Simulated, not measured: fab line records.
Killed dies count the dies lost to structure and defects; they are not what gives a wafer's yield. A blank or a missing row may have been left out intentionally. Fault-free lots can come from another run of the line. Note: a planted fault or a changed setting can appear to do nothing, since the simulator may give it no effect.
The same fault as seen by 2 desks | flow sky130 | each desk holds nothing but its own numbers, with what lay behind them at the end

== METROLOGY DESK ==
Lot by lot, what the gauges showed, no matter which tool ran the lot: averages of those sampled wafers that carry a number. If a lot's mean is further than 4 standard deviations from the usual mean, the lot is out of limits and carries the mark OUT (the distance appears in the brackets).
Columns: A = cdNm at SKY_FIELD_ISO_CD_MEAS_13, usual 150.0 nm; B = VT_ADJUST_LVTN_TW at SKY_VT_ADJUST_LVTN_TW_MEAS_10, usual 241.1; C = VT_ADJUST_LVTN_01_OVL at SKY_VT_ADJUST_LVTN_OVL_MEAS_18, usual -0.3 nm
lot  | first seen here | A     | B     | C
L397 | day 2 12:33     | 148.5 | 238.2 | -2.0
L399 | day 2 19:56     | 150.2 | 237.9 | 0.3
L401 | day 3 10:53     | 150.9 | 242.8 | -2.2
L402 | day 3 11:01     | 151.6 | 242.1 | -1.3
L403 | day 3 19:04     | 149.1 | 243.3 | 0.4
L404 | day 4 00:52     | 148.5 | 242.7 | -1.8
L405 | day 4 06:28     | 151.3 | 240.7 | -0.4
L407 | day 4 15:51     | 148.8 | 239.7 | -2.6
L408 | day 4 22:43     | 148.4 | 242.4 | -0.2
L409 | day 5 01:07     | 150.2 | 244.2 | 1.5
L415 | day 6 10:43     | 150.4 | 236.8 | 0.9
L416 | day 6 14:55     | 151.7 | 237.4 | -0.4
L417 | day 6 18:42     | 149.0 | 237.1 | -0.4
L418 | day 6 23:07     | 148.3 | 241.6 | 0.0
L419 | day 7 04:37     | 150.2 | 239.0 | 0.6
This desk's verdict: no lot among the 15 shows anything out of limits.

== TOOL OWNER'S DESK, lithoTrack-02 ==
At SKY_VT_ADJUST_HVTP_SOFTBAKE_03 (time 60 s), the tool's own readings, given per lot that ran on this tool as the mean of the sampled wafers with a number. If a lot's mean is further than 4 standard deviations from the usual mean, the lot is out of limits and carries the mark OUT (the distance appears in the brackets).
Columns: A = runLengthS at SKY_VT_ADJUST_HVTP_SOFTBAKE_03, usual 89.17 s
lot  | first seen here | A
L397 | day 6 12:24     | 89.41
L401 | day 7 15:00     | 89.21
L405 | day 8 01:55     | 89.33
L407 | day 8 15:45     | 99.65 (+62) OUT
L408 | day 9 00:04     | 94.67 (+32) OUT
L409 | day 9 06:25     | 94.44 (+31) OUT
This desk's finding: out of limits on L407, L408, L409; first on L407, day 8 15:45 (runLengthS at SKY_VT_ADJUST_HVTP_SOFTBAKE_03). L397, L401, L405 stayed within limits.

== TAKEN TOGETHER ==
On L407, L408, L409, at day 8 15:45, an alarm was possible from the tool owner's desk.
Nothing out of limits was seen by the metrology desk.
The metrology desk has L407, L408, L409 on record, within its limits.
Of the lots named, all ran SKY_VT_ADJUST_HVTP_SOFTBAKE_03 on lithoTrack-02.

== WHAT THE SIMULATOR HAD PUT IN ==
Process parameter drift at SKY_VT_ADJUST_HVTP_SOFTBAKE_03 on lithoTrack-02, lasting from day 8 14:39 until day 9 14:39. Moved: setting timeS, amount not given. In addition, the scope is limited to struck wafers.
Lots struck among those shown: L407, L408, L409.
Delay in hours, fault start to first out-of-limits reading, by desk: the tool owner's desk at 1.
